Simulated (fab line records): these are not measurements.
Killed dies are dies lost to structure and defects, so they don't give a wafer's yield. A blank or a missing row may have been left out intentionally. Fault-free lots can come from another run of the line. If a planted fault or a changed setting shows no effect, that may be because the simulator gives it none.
A lot that was struck, set against a sound lot || flow sky130 || 44 steps out of a route of 708
Sound: the wafers L228.3, L228.4, L228.5. Struck: wafer L217.4 (L217.1, L217.2, from the same lot, were not struck and are left out); the cause is given at the end.
Per side, at each step with rows, come the tool, then ch with its chambers, and then its first start. Under that, the readings that differ: sound wafers || struck wafers || difference of the means || sigmas: that difference in standard deviations of wafers without a fault.
alike: same words and numbers on both sides, and readings whose means sit less than 2 such deviations apart. not compared: any withheld reading, any reading some wafer has no value for, any bound like >300 that may hide the same value, and any number with overlapping values for which the record gives no deviation.
A row with sigmas, a row that says differs or no value, or rows on one side alone: a step with any of these is where the two part. Numbers that have no deviation but don't overlap get no sigmas and don't part them. A reading that every wafer of one side lacks parts them only if that side has two wafers or more.

first, 2 steps without rows for these wafers: SKY_DNWELL_DEVELOP_06 (develop time 60 s); SKY_DNWELL_IMPLANT_07.
SKY_DNWELL_STRIP_08: strips in O2/N2.
  sound on plasma-asher-02 ch 0,1, day 8 03:53; struck on plasma-asher-04 ch 0, day 5 23:42
  alike: drypump-motor-current-A, oes-product-au, strip-time-to-endpoint-s
  not compared: rf-hours-counter-h
SKY_DNWELL_TW_MEAS_09:
  struck on film-metro-02, day 5 23:48; sound on film-metro-04, day 8 03:58
  alike: DNWELL_TW
then, 7 steps without rows for these wafers: SKY_PWDE_DEHYDRATE_00 (time 60 s); SKY_PWDE_HMDS_01 (prime time 60 s); SKY_PWDE_COAT_02 (resist thk 3000 nm); SKY_PWDE_SOFTBAKE_03; SKY_PWDE_EXPOSE_04 (exposes mask PWDEM, target cd 840 nm); SKY_PWDE_PEB_05; SKY_PWDE_DEVELOP_06 (develop time 60 s).
SKY_PWDE_OVL_MEAS_07:
  struck on overlay-02, day 6 18:39; sound on overlay-01, day 9 00:34
  alike: PWDE_OVL
SKY_PWDE_IMPLANT_08:
  sound on implanter-02 ch 0, day 9 00:38; struck on implanter-01 ch 0, day 6 18:41
{"reading": "beam-on-s (s)", "sound": "10.00 9.90 10.13", "struck": 12.74, "difference": "+2.73", "sigmas": "+14"}
{"reading": "faraday-current-uA", "sound": "20.2 20.5 20.1", "struck": 15.9, "difference": -4.4, "sigmas": -11}
SKY_PWDE_STRIP_09: strips in O2/N2.
  sound on plasma-asher-03 ch 0,1, day 9 00:46; struck on plasma-asher-01 ch 0, day 6 18:50
{"reading": "strip-time-to-endpoint-s (s)", "sound": "36.92 36.86 36.70", "struck": 37.09, "difference": "+0.26", "sigmas": "+2"}
  alike: drypump-motor-current-A, oes-product-au
  not compared: rf-hours-counter-h
SKY_PWDE_TW_MEAS_10:
  struck on film-metro-02, day 6 18:56; sound on film-metro-04, day 9 00:52
{"reading": "PWDE_TW", "sound": "379 380 380", "struck": 398, "difference": "+18", "sigmas": "+4"}
then, 7 steps without rows for these wafers: SKY_NWELL_DEHYDRATE_03 (time 60 s); SKY_NWELL_HMDS_04 (prime time 60 s); SKY_NWELL_COAT_05 (resist thk 3000 nm); SKY_NWELL_SOFTBAKE_06; SKY_NWELL_EXPOSE_07 (exposes mask NWM, target cd 840 nm); SKY_NWELL_PEB_08; SKY_NWELL_DEVELOP_09 (develop time 60 s).
SKY_NWELL_OVL_MEAS_10:
  struck on overlay-01, day 7 15:09; sound on overlay-01, day 9 22:55
  alike: NWELL_00_OVL
then, 3 steps without rows for these wafers: SKY_NWELL_IMPLANT_11; SKY_NWELL_IMPLANT_12; SKY_NWELL_IMPLANT_13.
SKY_NWELL_STRIP_14: strips in O2/N2.
  sound on plasma-asher-04 ch 0,1, day 9 23:25; struck on plasma-asher-01 ch 1, day 7 15:38
{"reading": "strip-time-to-endpoint-s (s)", "sound": "36.99 37.00 37.13", "struck": 36.71, "difference": -0.33, "sigmas": -3}
  alike: drypump-motor-current-A, oes-product-au
  not compared: rf-hours-counter-h
SKY_NWELL_TW_MEAS_15:
  struck on film-metro-03, day 7 15:44; sound on film-metro-02, day 9 23:30
  alike: NWELL_TW
then, 7 steps without rows for these wafers: SKY_NWELL_DEHYDRATE_16 (time 60 s); SKY_NWELL_HMDS_17 (prime time 60 s); SKY_NWELL_COAT_18 (resist thk 3000 nm); SKY_NWELL_SOFTBAKE_19; SKY_NWELL_EXPOSE_20 (exposes mask NWM COMPLEMENT, target cd 840 nm); SKY_NWELL_PEB_21; SKY_NWELL_DEVELOP_22 (develop time 60 s).
SKY_NWELL_OVL_MEAS_23:
  struck on overlay-01, day 8 12:05; sound on overlay-01, day 10 22:37
  alike: NWELL_01_OVL
then, 1 step without rows for these wafers: SKY_NWELL_IMPLANT_24.
SKY_NWELL_STRIP_25: strips in O2/N2.
  sound on plasma-asher-01 ch 0,1, day 10 22:49; struck on plasma-asher-01 ch 0, day 8 12:17
{"reading": "oes-product-au (a.u.)", "sound": "0.730 0.722 0.726", "struck": 0.716, "difference": -0.010, "sigmas": -2}
  alike: drypump-motor-current-A, strip-time-to-endpoint-s
  not compared: rf-hours-counter-h
SKY_NWELL_TW_MEAS_26:
  struck on film-metro-02, day 8 12:23; sound on film-metro-03, day 10 22:54
  alike: NWELL_2_TW
then, 1 step without rows for these wafers: SKY_NWELL_CLEAN_27 (cleans in SC1/SC2, time 150 s).
SKY_NWELL_RTA_28: time 30 s.
  sound on rtp-anneal-01 ch 0, day 10 23:02; struck on rtp-anneal-01 ch 0, day 8 12:30
  alike: lamp-power-pct, wafer_temp_C_max
SKY_NWELL_RS_MEAS_29: measures by four-point-probe.
  struck on film-metro-04, day 8 12:36; sound on film-metro-02, day 10 23:08
  alike: NWELL_RS
SKY_NWELL_RS_MEAS_31: measures by four-point-probe.
  struck on film-metro-04, day 8 12:50; sound on film-metro-02, day 10 23:23
{"reading": "PWDE_RS (ohm/sq)", "sound": "5284 5295 5290", "struck": 4431, "difference": -859, "sigmas": -43}
-- the record jumps here: 41 days lie between the struck wafers' starts before and after (it left off in module NWELL and takes up again in module PAD_OPEN, whose first step shown is number 708 of the route) --
SKY_PAD_OPEN_PROBE_99:
  struck on prober-01, day 49 14:59; sound on prober-01, day 50 21:12
{"reading": "model.etest.res_p_drift_20v.line-ohm-um", "sound": "1.209e+04 1.196e+04 1.162e+04", "struck": 9790, "difference": -2100, "sigmas": ""}
{"reading": "model.etest.res_p_drift_20v.rs-ohm-sq", "sound": "9968 9959 9819", "struck": 8211, "difference": -1704, "sigmas": ""}
{"reading": "model.etest.res-pwde-under-gate.rs-ohm-sq", "sound": "6219 6210 6203", "struck": 4996, "difference": -1215, "sigmas": ""}
  alike: killed_at_M0_to_M3, killed_at_M4_up, killed-at-contacts, killed-at-front-end, killed-at-other, killed-dies, killed-open, killed-short

## WHERE THEY PART
Earliest at SKY_PWDE_IMPLANT_08; latest, in this record, at SKY_NWELL_RS_MEAS_31. Later steps at which nothing parts them and some readings are alike: SKY_PAD_OPEN_PROBE_99.

WHY: what had been put in by the simulator
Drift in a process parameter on implanter-01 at SKY_PWDE_IMPLANT_08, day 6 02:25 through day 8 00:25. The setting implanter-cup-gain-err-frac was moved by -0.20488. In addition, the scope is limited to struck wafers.
